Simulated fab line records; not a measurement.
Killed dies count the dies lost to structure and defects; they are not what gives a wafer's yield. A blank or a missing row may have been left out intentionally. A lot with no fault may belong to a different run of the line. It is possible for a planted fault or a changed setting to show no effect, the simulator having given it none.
Struck lot and sound lot, side by side / flow gf180mcu / 16 steps out of a route of 602
Sound: the wafers L742.4, L742.5, L742.6. Struck: wafer L750.2. (L750.1, L750.3 of the same lot were not struck and are left out.) The cause comes at the end.
Per side, at each step with rows, come the tool, then ch with its chambers, and then its first start. Under that, the readings that differ: sound wafers / struck wafers / difference of the means / sigmas: that difference in standard deviations of wafers without a fault.
alike: a reading whose means differ by less than 2 such deviations, as well as words and numbers matching on both sides. not compared: withheld readings; readings where some wafer has no value; bounds like >300 that might hide an equal value; numbers whose values overlap and for which the record gives no deviation.
A row with sigmas, a row that says differs or no value, or rows on one side alone: a step with any of these is where the two part. Numbers that don't overlap but have no deviation are shown without sigmas and don't part them. Lack of a reading on every wafer of one side parts them only where that side has two or more wafers.

first, 5 steps without rows for these wafers: GF_M5_COAT_02 (resist thk 1000 nm); GF_M5_SOFTBAKE_03 (time 60 s); GF_M5_EXPOSE_04 (exposes mask Metal5, target cd 280 nm); GF_M5_PEB_05 (peb time 90 s); GF_M5_DEVELOP_06 (develop time 60 s).
GF_M5_CD_MEAS_07 targets a cd of 280 nm.
  struck on cd-sem-02, day 32 10:50; sound on cd-sem-02, day 30 10:40
reading=cd-nm (nm); sound=278.0 277.6 277.8; struck=281.4; difference=+3.6; sigmas=+3
GF_M5_OVL_MEAS_08:
  struck on overlay-02, day 32 10:58; sound on overlay-01, day 30 10:45
  alike: M5_OVL
GF_M5_ETCH_09: etches Si3N4 in CF4/O2, target depth 52 nm, time 11.6 s.
  sound on rie-diel-03 ch 1,2,3, day 30 10:46; struck on rie-diel-04 ch 0, day 32 10:59
reading=rf-hours-counter-h (h); sound=- - -; struck=14; difference=no value on the sound wafers; sigmas=
  alike: drypump-motor-current-A, oes-product-au, throttle-valve-pct
GF_M5_METAL_ETCH_10: etches the open film in Cl2/BCl3, stops on SiO2, target depth 627.5 nm, time 104.6 s.
  sound on rie-metal-01 ch 0,1, day 30 10:49; struck on rie-metal-01 ch 0, day 32 11:01
  alike: drypump-motor-current-A, mfc-cl2-sccm, oes-product-au, throttle-valve-pct
  not compared: rf-hours-counter-h
GF_M5_STRIP_11: strips in O2/N2.
  sound on plasma-asher-04 ch 0,1, day 30 10:56; struck on plasma-asher-02 ch 0, day 32 11:14
reading=rf-hours-counter-h (h); sound=- - -; struck=65; difference=no value on the sound wafers; sigmas=
  alike: drypump-motor-current-A, heater-power-w, oes-product-au, strip-time-to-endpoint-s
then, 2 steps without rows for these wafers: GF_M5_STRIP_12 (strips in post etch residue remover, time 1200 s); GF_M5_CLEAN_13 (cleans in DIW).
GF_V5_CVD_00: deposits SiO2, target thk 300 nm, time 50 s.
  sound on hdpcvd-02 ch 0,1,2, day 30 11:29; struck on hdpcvd-02 ch 1, day 32 11:49
reading=sih4-flow-sccm (sccm); sound=59.80 60.13 60.21; struck=71.95; difference=+11.90; sigmas=+63
reading=model.SiO2_of_V5_CVD_00.thk-nm (nm); sound=299.6 300 298.1; struck=356.4; difference=+57.2; sigmas=
  alike: pressure-mtorr
GF_V5_THK_MEAS_01:
  struck on film-metro-03, day 32 11:52; sound on film-metro-03, day 30 11:32
reading=V5_CVD_00_THK (nm); sound=299.4 299.9 297.9; struck=356.4; difference=+57.3; sigmas=+24
GF_V5_CVD_02: deposits SiO2 from TEOS, target thk 1450 nm, time 163.28 s.
  sound on pecvd-02 ch 0,1,2, day 30 11:37; struck on pecvd-02 ch 0, day 32 11:55
  alike: heater-power-w
then, 1 step without rows for these wafers: GF_PASSIVATION_PROBE_99.

== WHERE THEY PART ==
Last at GF_V5_THK_MEAS_01 as far as this record goes, first at GF_M5_CD_MEAS_07. Later steps at which nothing parts them and some readings are alike: GF_V5_CVD_02.

WHY: what had been put in by the simulator
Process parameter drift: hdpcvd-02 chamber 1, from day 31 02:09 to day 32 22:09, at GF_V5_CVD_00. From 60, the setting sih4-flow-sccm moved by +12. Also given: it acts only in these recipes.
